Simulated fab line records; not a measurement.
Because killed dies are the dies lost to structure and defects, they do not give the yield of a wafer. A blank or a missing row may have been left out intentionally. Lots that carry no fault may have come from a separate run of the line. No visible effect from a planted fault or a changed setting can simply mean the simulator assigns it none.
What tool caused it? ; flow gf180mcu ; 42 wafers from 14 lots sampled at 2 of the route's 602 steps

## WHAT THE GAUGES READ, wafer by wafer
GF_V2_THK_MEAS_25: measures by xrf. Usual: V2_W_THK typically reads 360 nm, with standard deviation 7.5.
lot;measured;on;V2_W_THK (nm);flag
L530;day 20 07:40;film-metro-01;366 370 364;
L531;day 21 00:32;film-metro-03;365 362 367;
L533;day 21 17:11;film-metro-03;365 366 364;
L534;day 22 11:10;film-metro-01;359 355 357;
L536;day 22 22:10;film-metro-04;351 352 348;
L543;day 24 23:19;film-metro-01;359 360 364;
L544;day 25 11:00;film-metro-03;361 356 358;
L545;day 25 14:44;film-metro-04;364 358 359;
L546;day 25 23:36;film-metro-04;350 348 350;
L549;day 26 17:05;film-metro-01;375 363 372;
L550;day 26 19:17;film-metro-01;371 370 364;
L551;day 27 10:20;film-metro-04;363 360 359;
L552;day 27 16:01;film-metro-03;361 365 365;
L553;day 28 00:41;film-metro-04;353 361 354;

## TOOL THAT RAN EACH LOT (tool first, then ch and the chambers of the sampled wafers, then the start)
lot;GF_V2_ETCH_17
L530;rie-diel-03 ch 0,1,2, day 20 07:40 or earlier
L531;rie-diel-04 ch 0,1, day 21 00:32 or earlier
L533;rie-diel-04 ch 0,1,2, day 21 17:11 or earlier
L534;rie-diel-04 ch 0,1,2, day 22 11:10 or earlier
L536;rie-diel-03 ch 0,1, day 22 22:10 or earlier
L543;rie-diel-03 ch 1,2, day 24 23:19 or earlier
L544;rie-diel-04 ch 0,1, day 25 11:00 or earlier
L545;rie-diel-03 ch 1,2,3, day 25 14:44 or earlier
L546;rie-diel-01 ch 0,1,3, day 25 23:36 or earlier
L549;rie-diel-03 ch 0,1, day 26 17:05 or earlier
L550;rie-diel-03 ch 0,1,3, day 26 19:17 or earlier
L551;rie-diel-04 ch 0,1, day 27 10:20 or earlier
L552;rie-diel-03 ch 0,1, day 27 16:01 or earlier
L553;rie-diel-01 ch 0,2,3, day 28 00:41 or earlier
- GF_V2_ETCH_17: etches SiO2 in C4F8/O2/Ar, stops on TiN, target depth 630 nm.

## AS READ BY THE TOOLS THEMSELVES (means over the sampled wafers that have a number; for cases with no such wafer, the mark the record gives instead)
GF_V2_ETCH_17. Usual: 0.850 a.u. for oes-product-au, sd 0.0048.
lot;tool;oes-product-au (a.u.);flag
L530;rie-diel-03;0.851;
L531;rie-diel-04;0.853;
L533;rie-diel-04;0.855;
L534;rie-diel-04;0.851;
L536;rie-diel-03;0.854;
L543;rie-diel-03;0.852;
L544;rie-diel-04;0.849;
L545;rie-diel-03;0.848;
L546;rie-diel-01;0.852;
L549;rie-diel-03;0.849;
L550;rie-diel-03;0.852;
L551;rie-diel-04;0.850;
L552;rie-diel-03;0.853;
L553;rie-diel-01;0.851;

## THE ANSWER, worked out from the rows above alone
Rule: lot off if the mean of its wafers having a number is beyond 3 standard deviations from the usual mean. Also off: a lot with no number at a reading for which 4 or more lots have one. Where the step has rows for the other lots, those lots are counted as sound. Order of review: gauges by route order, followed by the tools' own readings, for which a lot's mean as printed above is used. At the first step where some lot is off, the reading lying furthest off is the one used; lots without a number count as furthest.
None of the lots is off at any reading shown; this tells nothing.

## WHAT THE SIMULATOR HAD INSERTED
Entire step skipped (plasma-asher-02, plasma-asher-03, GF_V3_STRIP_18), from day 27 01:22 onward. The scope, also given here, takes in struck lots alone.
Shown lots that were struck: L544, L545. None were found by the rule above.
